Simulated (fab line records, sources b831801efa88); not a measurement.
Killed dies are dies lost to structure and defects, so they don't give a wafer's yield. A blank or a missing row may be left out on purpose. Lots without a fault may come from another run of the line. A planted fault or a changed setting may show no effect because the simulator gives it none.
A sampling plan put to the test | flow gf180mcu | one fab line, 51 faults that these records tell of, each judged on the records of the lots that it struck
The plan is the line's own looks: the steps of the route at which a gauge or an inspection reads the wafer and doesn't change it. A look can be judged if struck wafers have a number there and the file gives its usual mean and standard deviation on fault-free wafers. Caught: at a look after the fault's first step, the mean of the struck wafers lies 4 or more of those standard deviations (sigma) from the usual mean. On the tool: the same test on the tool's own readings at the fault's steps. Another recipe on the struck wafers, or a record that is blank for them alone, also counts as caught.

THE FAULTS, as the simulator had put them in
1. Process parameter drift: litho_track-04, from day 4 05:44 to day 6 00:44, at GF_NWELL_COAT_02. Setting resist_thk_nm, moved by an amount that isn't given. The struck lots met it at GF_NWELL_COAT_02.
2. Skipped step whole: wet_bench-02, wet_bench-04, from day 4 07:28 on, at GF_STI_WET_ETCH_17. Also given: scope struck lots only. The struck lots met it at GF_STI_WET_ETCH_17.
3. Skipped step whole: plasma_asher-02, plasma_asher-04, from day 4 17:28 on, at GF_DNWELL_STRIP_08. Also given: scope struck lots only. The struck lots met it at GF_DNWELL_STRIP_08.
4. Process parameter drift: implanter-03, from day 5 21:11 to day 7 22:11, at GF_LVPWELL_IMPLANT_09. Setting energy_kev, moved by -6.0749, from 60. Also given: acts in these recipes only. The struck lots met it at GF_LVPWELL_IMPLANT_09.
5. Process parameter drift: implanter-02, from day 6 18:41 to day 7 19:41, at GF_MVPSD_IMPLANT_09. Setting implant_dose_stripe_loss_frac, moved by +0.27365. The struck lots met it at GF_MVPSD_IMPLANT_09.
6. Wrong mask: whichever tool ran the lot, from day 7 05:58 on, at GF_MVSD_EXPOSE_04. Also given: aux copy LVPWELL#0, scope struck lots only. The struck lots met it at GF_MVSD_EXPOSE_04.
7. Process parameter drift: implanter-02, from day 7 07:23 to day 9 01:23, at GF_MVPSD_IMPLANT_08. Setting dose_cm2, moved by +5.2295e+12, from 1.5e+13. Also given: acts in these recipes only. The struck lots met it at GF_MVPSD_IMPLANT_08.
8. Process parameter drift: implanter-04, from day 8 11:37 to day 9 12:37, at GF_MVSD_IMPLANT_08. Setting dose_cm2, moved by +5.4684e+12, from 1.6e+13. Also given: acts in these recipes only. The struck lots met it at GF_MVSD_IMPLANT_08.
9. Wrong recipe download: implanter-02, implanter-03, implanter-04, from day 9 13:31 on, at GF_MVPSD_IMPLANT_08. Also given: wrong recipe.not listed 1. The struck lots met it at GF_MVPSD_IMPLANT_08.
10. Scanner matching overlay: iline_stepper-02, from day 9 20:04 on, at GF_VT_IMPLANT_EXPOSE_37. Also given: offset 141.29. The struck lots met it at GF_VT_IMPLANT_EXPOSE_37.
11. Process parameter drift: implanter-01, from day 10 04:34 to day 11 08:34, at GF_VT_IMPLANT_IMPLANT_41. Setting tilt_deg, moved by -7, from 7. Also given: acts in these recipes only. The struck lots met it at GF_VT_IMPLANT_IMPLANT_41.
12. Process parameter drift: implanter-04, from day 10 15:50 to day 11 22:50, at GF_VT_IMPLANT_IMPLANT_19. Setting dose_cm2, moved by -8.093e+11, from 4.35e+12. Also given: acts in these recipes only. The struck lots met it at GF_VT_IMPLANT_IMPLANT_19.
13. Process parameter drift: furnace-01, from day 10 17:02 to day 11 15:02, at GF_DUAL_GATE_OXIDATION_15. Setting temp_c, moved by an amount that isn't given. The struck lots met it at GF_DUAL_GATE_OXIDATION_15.
14. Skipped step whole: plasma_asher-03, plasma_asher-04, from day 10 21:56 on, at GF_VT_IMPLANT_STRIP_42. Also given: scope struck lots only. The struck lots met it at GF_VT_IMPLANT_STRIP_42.
15. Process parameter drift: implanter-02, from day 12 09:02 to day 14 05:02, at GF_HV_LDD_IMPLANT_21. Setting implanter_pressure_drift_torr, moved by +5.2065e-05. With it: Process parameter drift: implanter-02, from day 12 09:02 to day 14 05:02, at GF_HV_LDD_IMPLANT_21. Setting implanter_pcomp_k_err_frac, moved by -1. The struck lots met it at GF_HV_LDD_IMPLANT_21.
16. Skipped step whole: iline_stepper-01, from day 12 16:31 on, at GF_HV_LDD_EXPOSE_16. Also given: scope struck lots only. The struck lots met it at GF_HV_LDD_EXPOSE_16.
17. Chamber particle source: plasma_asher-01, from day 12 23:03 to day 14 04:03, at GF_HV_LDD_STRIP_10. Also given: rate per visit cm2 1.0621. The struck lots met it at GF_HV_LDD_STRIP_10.
18. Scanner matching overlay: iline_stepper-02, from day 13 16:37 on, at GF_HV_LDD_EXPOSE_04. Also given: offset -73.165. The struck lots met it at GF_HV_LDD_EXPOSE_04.
19. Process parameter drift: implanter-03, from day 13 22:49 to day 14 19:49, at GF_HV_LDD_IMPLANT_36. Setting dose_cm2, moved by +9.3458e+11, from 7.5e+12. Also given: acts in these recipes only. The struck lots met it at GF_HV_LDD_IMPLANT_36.
20. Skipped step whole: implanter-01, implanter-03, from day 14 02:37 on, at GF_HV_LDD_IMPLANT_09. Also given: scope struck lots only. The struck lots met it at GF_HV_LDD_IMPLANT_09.
21. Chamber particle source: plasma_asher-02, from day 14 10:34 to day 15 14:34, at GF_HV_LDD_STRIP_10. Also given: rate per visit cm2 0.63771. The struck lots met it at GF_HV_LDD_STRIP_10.
22. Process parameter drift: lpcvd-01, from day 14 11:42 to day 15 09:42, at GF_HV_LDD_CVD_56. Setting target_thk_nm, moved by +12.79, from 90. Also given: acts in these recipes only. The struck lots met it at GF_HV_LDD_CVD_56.
23. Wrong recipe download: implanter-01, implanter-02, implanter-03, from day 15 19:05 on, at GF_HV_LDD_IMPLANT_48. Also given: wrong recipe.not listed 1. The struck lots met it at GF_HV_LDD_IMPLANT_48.
24. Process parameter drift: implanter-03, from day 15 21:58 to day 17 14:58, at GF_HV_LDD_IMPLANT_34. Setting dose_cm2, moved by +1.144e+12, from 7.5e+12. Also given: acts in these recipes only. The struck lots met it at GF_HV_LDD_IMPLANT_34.
25. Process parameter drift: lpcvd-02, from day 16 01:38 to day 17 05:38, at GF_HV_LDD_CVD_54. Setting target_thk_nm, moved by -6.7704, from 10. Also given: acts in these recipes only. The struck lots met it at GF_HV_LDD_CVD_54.
26. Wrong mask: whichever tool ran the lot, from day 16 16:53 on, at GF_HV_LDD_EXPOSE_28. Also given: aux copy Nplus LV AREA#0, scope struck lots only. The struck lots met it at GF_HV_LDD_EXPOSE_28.
27. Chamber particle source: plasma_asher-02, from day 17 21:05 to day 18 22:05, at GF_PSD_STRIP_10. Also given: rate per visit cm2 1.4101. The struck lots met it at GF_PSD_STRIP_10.
28. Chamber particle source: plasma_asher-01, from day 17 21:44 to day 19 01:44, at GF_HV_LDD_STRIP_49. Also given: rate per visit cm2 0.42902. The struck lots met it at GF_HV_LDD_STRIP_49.
29. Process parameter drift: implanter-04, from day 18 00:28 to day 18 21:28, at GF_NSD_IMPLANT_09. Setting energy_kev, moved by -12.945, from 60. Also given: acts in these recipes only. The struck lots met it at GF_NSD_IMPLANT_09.
30. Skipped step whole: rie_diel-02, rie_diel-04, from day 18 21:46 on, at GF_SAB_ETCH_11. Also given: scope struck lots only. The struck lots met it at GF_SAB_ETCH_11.
31. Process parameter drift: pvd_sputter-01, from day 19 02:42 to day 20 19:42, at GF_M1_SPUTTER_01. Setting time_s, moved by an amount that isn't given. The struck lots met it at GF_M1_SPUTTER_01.
32. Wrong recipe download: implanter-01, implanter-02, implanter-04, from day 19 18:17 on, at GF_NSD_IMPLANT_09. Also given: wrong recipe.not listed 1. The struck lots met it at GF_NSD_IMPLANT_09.
33. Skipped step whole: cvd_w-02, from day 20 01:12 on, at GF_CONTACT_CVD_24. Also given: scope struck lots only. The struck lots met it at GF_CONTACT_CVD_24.
34. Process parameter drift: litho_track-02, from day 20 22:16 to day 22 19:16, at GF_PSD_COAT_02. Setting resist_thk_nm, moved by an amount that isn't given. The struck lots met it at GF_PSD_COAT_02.
35. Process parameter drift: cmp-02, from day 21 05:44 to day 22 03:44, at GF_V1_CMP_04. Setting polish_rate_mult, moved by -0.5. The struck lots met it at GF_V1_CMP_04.
36. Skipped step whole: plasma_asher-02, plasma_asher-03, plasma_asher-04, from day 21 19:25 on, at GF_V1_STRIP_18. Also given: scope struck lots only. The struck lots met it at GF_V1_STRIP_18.
37. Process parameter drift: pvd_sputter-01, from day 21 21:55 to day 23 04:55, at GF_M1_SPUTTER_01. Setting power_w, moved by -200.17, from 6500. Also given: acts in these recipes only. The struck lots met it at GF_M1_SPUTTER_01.
38. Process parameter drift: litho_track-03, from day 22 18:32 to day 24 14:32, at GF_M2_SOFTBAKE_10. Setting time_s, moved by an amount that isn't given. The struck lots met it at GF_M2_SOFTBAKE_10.
39. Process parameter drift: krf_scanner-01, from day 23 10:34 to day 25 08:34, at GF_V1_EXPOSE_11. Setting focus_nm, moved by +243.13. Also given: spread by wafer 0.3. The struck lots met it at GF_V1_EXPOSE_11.
40. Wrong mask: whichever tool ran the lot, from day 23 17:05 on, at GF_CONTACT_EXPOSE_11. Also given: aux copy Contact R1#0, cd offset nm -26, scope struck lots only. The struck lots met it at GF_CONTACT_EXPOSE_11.
41. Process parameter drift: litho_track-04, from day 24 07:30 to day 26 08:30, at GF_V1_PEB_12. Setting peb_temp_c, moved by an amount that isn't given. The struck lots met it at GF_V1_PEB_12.
42. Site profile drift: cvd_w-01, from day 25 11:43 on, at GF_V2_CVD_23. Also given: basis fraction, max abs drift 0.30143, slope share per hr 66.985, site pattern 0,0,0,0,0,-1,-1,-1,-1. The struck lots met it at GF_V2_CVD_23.
43. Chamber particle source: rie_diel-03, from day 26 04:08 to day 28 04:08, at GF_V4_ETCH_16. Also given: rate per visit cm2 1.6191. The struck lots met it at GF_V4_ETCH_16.
44. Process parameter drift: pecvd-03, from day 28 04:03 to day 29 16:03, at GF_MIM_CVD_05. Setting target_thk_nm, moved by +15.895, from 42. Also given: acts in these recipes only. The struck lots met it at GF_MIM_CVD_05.
45. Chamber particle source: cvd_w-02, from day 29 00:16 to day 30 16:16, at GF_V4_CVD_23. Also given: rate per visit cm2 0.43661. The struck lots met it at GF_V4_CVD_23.
46. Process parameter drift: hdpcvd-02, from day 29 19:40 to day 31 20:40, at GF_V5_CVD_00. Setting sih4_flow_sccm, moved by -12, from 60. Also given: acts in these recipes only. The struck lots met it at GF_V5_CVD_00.
47. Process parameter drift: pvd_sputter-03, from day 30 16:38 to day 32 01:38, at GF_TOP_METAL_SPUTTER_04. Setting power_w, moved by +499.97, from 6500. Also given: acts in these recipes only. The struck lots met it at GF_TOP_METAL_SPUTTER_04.
48. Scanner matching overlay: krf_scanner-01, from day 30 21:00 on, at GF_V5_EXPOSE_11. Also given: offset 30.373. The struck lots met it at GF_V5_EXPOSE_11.
49. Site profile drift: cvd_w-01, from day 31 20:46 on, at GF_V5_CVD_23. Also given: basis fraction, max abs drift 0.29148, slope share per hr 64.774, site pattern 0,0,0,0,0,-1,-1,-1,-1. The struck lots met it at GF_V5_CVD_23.
50. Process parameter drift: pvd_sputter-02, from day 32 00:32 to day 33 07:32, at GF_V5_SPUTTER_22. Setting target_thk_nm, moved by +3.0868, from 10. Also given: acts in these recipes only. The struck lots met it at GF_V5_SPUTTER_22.
51. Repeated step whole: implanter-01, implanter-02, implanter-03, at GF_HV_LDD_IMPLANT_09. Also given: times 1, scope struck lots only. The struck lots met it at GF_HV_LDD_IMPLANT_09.

WHAT THE PLAN SAW
fault | on the tool itself                               | first look that catches it                      | reading, sigma                                          | median hours from its first step to that look | hours from the fault's start to the first struck lot there | judged looks passed uncaught
1     | under 2 sigma                                    | none of the 3 looks that can be judged after it | -                                                       | -                                             | -                                                          | 3
2     | the tool's record is blank for the struck wafers | no look after it can be judged                  | -                                                       | -                                             | -                                                          | 0
3     | the tool's record is blank for the struck wafers | GF_NWELL_TW_MEAS_11                             | NWELL_TW -99 or beyond                                  | 15.0                                          | 16                                                         | 0
4     | beam_energy_keV -99 or beyond sigma              | none of the 2 looks that can be judged after it | strongest: LVPWELL_RS at GF_VT_IMPLANT_RS_MEAS_48, -2.8 | -                                             | -                                                          | 2
5     | under 2 sigma                                    | none of the 2 looks that can be judged after it | strongest: MVPSD_RS at GF_VT_IMPLANT_RS_MEAS_49, +3.4   | -                                             | -                                                          | 2
6     | under 2 sigma                                    | GF_MVSD_TW_MEAS_11                              | MVSD_TW -99 or beyond                                   | 8.4                                           | 10                                                         | 0
7     | dose_ions_cm2 +99 or beyond sigma                | GF_MVPSD_TW_MEAS_11                             | MVPSD_TW +15                                            | 0.4                                           | 6                                                          | 0
8     | dose_ions_cm2 +99 or beyond sigma                | GF_MVSD_TW_MEAS_11                              | MVSD_TW +15                                             | 0.4                                           | 12                                                         | 0
9     | no reading that can be judged                    | GF_MVPSD_TW_MEAS_11                             | MVPSD_TW +99 or beyond                                  | 0.4                                           | 4                                                          | 0
10    | under 2 sigma                                    | GF_VT_IMPLANT_OVL_MEAS_40                       | VT_IMPLANT_03_OVL +93                                   | 8.6                                           | 10                                                         | 0
11    | tilt_deg -99 or beyond sigma                     | GF_VT_IMPLANT_TW_MEAS_43                        | VT_IMPLANT_4_TW -18                                     | 0.2                                           | 2                                                          | 0
12    | dose_ions_cm2 -99 or beyond sigma                | GF_VT_IMPLANT_TW_MEAS_21                        | VT_IMPLANT_2_TW -10                                     | 0.2                                           | 6                                                          | 0
13    | tube_center_temp_C +66 sigma                     | no look after it can be judged                  | -                                                       | -                                             | -                                                          | 0
14    | the tool's record is blank for the struck wafers | no look after it can be judged                  | -                                                       | -                                             | -                                                          | 0
15    | end_station_pressure_torr +99 or beyond sigma    | GF_HV_LDD_TW_MEAS_23                            | HV_LDD_2_TW +8.0                                        | 0.2                                           | 6                                                          | 0
16    | no reading that can be judged                    | no look after it can be judged                  | -                                                       | -                                             | -                                                          | 0
17    | under 2 sigma                                    | none of the 2 looks that can be judged after it | -                                                       | -                                             | -                                                          | 2
18    | no reading that can be judged                    | GF_HV_LDD_OVL_MEAS_08                           | HV_LDD_OVL -45                                          | 10.4                                          | 14                                                         | 0
19    | dose_ions_cm2 +99 or beyond sigma                | none of the 2 looks that can be judged after it | strongest: HV_LDD_RS at GF_HV_LDD_RS_MEAS_53, -3.2      | -                                             | -                                                          | 2
20    | the tool's record is blank for the struck wafers | GF_HV_LDD_TW_MEAS_11                            | HV_LDD_TW -99 or beyond                                 | 0.2                                           | 4                                                          | 0
21    | under 2 sigma                                    | no look after it can be judged                  | -                                                       | -                                             | -                                                          | 0
22    | under 2 sigma                                    | GF_HV_LDD_THK_MEAS_57                           | HV_LDD_CVD_56_THK +14                                   | 2.2                                           | 1                                                          | 0
23    | no reading that can be judged                    | GF_HV_LDD_TW_MEAS_50                            | HV_LDD_4_TW +99 or beyond                               | 0.2                                           | 4                                                          | 0
24    | dose_ions_cm2 +99 or beyond sigma                | none of the 4 looks that can be judged after it | strongest: HV_LDD_RS at GF_HV_LDD_RS_MEAS_53, -3.8      | -                                             | -                                                          | 4
25    | under 2 sigma                                    | GF_HV_LDD_THK_MEAS_55                           | HV_LDD_CVD_54_THK -46                                   | 1.0                                           | 3                                                          | 0
26    | under 2 sigma                                    | GF_HV_LDD_TW_MEAS_38                            | HV_LDD_3_TW -99 or beyond                               | 12.1                                          | 15                                                         | 0
27    | under 2 sigma                                    | not the one look that can be judged after it    | -                                                       | -                                             | -                                                          | 1
28    | under 2 sigma                                    | none of the 2 looks that can be judged after it | -                                                       | -                                             | -                                                          | 2
29    | beam_energy_keV -99 or beyond sigma              | GF_NSD_TW_MEAS_12                               | NSD_TW -7.4                                             | 0.4                                           | 4                                                          | 0
30    | the tool's record is blank for the struck wafers | no look after it can be judged                  | -                                                       | -                                             | -                                                          | 0
31    | under 2 sigma                                    | no look after it can be judged                  | -                                                       | -                                             | -                                                          | 0
32    | under 2 sigma                                    | GF_NSD_TW_MEAS_12                               | NSD_TW +21                                              | 0.4                                           | 7                                                          | 0
33    | the tool's record is blank for the struck wafers | GF_CONTACT_RS_MEAS_25                           | CONTACT_W_RS +99 or beyond                              | 0.1                                           | 4                                                          | 0
34    | under 2 sigma                                    | not the one look that can be judged after it    | -                                                       | -                                             | -                                                          | 1
35    | time_to_endpoint_s +4.2 sigma                    | not the one look that can be judged after it    | -                                                       | -                                             | -                                                          | 1
36    | the tool's record is blank for the struck wafers | no look after it can be judged                  | -                                                       | -                                             | -                                                          | 0
37    | cathode_dc_power_W -99 or beyond sigma           | no look after it can be judged                  | -                                                       | -                                             | -                                                          | 0
38    | run_length_s +62 sigma                           | none of the 2 looks that can be judged after it | -                                                       | -                                             | -                                                          | 2
39    | exposure_dose_mJ_cm2 -7.3 sigma                  | none of the 2 looks that can be judged after it | strongest: cd_nm at GF_V1_CD_MEAS_14, +2.3              | -                                             | -                                                          | 2
40    | under 2 sigma                                    | GF_CONTACT_CD_MEAS_14                           | cd_nm -19                                               | 11.8                                          | 13                                                         | 0
41    | heater_power_total_W -46 sigma                   | GF_V1_CD_MEAS_14                                | cd_nm -11                                               | 0.3                                           | 21                                                         | 0
42    | under 2 sigma                                    | GF_V2_RS_MEAS_24                                | V2_W_RS +14                                             | 0.1                                           | 8                                                          | 0
43    | under 2 sigma                                    | no look after it can be judged                  | -                                                       | -                                             | -                                                          | 0
44    | under 2 sigma                                    | GF_MIM_THK_MEAS_06                              | MIM_CVD_05_THK +25                                      | 0.0                                           | 7                                                          | 0
45    | under 2 sigma                                    | none of the 3 looks that can be judged after it | -                                                       | -                                             | -                                                          | 3
46    | sih4_flow_sccm -63 sigma                         | GF_V5_THK_MEAS_01                               | V5_CVD_00_THK -18                                       | 0.1                                           | 7                                                          | 0
47    | cathode_dc_power_W +99 or beyond sigma           | none of the 4 looks that can be judged after it | -                                                       | -                                             | -                                                          | 4
48    | no reading that can be judged                    | not the one look that can be judged after it    | strongest: V5_OVL at GF_V5_OVL_MEAS_15, +3.8            | -                                             | -                                                          | 1
49    | under 2 sigma                                    | GF_V5_RS_MEAS_24                                | V5_W_RS +17                                             | 0.1                                           | 6                                                          | 0
50    | under 2 sigma                                    | no look after it can be judged                  | -                                                       | -                                             | -                                                          | 0
51    | no reading that can be judged                    | GF_HV_LDD_TW_MEAS_11                            | HV_LDD_TW +45                                           | 0.7                                           | -                                                          | 0
A dash: the fault isn't caught, or these records don't give the number.

Caught at a look: 25 of 51. Caught on the tool: 24 of 51. By one or the other: 38 of 51.
Caught on the tool alone: faults 2, 4, 13, 14, 19, 24, 30, 35, 36, 37, 38, 39, 47.
Caught at a look alone: faults 6, 9, 10, 18, 22, 23, 25, 26, 32, 40, 42, 44, 49, 51.
Caught by neither: faults 1, 5, 16, 17, 21, 27, 28, 31, 34, 43, 45, 48, 50.

THINNER SAMPLING
If the look that catches a fault measured only every second or every third lot, by lot number, the first struck lot would be measured this late in the worst case:
fault | struck lots at that look, in order of time | every lot | every second lot | every third lot
3     | L830, L831                                 | 16 h      | 20 h             | may miss all 2
6     | L685                                       | 10 h      | may miss it      | may miss it
7     | L216, L217, L218, L219                     | 6 h       | 12 h             | 22 h
8     | L183, L185                                 | 12 h      | may miss all 2   | may miss all 2
9     | L439, L440, L441                           | 4 h       | 8 h              | 13 h
10    | L683, L684                                 | 10 h      | 15 h             | may miss all 2
11    | L676, L679                                 | 2 h       | 23 h             | may miss all 2
12    | L570, L572                                 | 6 h       | may miss all 2   | may miss all 2
15    | L395, L397, L398                           | 6 h       | 34 h             | may miss all 3
18    | L768, L769                                 | 14 h      | 22 h             | may miss all 2
20    | L450, L451, L452                           | 4 h       | 12 h             | 17 h
22    | L363, L364                                 | 1 h       | 4 h              | may miss all 2
23    | L449, L450, L451                           | 4 h       | 7 h              | 23 h
25    | L486, L487, L488                           | 3 h       | 18 h             | 25 h
26    | L434                                       | 15 h      | may miss it      | may miss it
29    | L853, L854                                 | 4 h       | 14 h             | may miss all 2
32    | L339, L340, L341                           | 7 h       | 14 h             | 20 h
33    | L877, L878                                 | 4 h       | 9 h              | may miss all 2
40    | L217                                       | 13 h      | may miss it      | may miss it
41    | L923, L926                                 | 21 h      | 43 h             | may miss all 2
42    | L960, L961                                 | 8 h       | 13 h             | may miss all 2
44    | L622, L625                                 | 7 h       | 35 h             | may miss all 2
46    | L472, L473                                 | 7 h       | 16 h             | may miss all 2
49    | L986, L987, L988                           | 6 h       | 13 h             | 16 h
Hours are from the fault's start to the first struck lot that is measured. The limit of 4 sigma was tested on all struck wafers together, so one lot alone may lie under it. Other struck lots may not be in these records.

THE LONGEST TIMED WAY FROM STEP TO LOOK
Fault 3: a median of 15.0 hours passes between GF_DNWELL_STRIP_08 and GF_NWELL_TW_MEAS_11. No look between them can be judged.
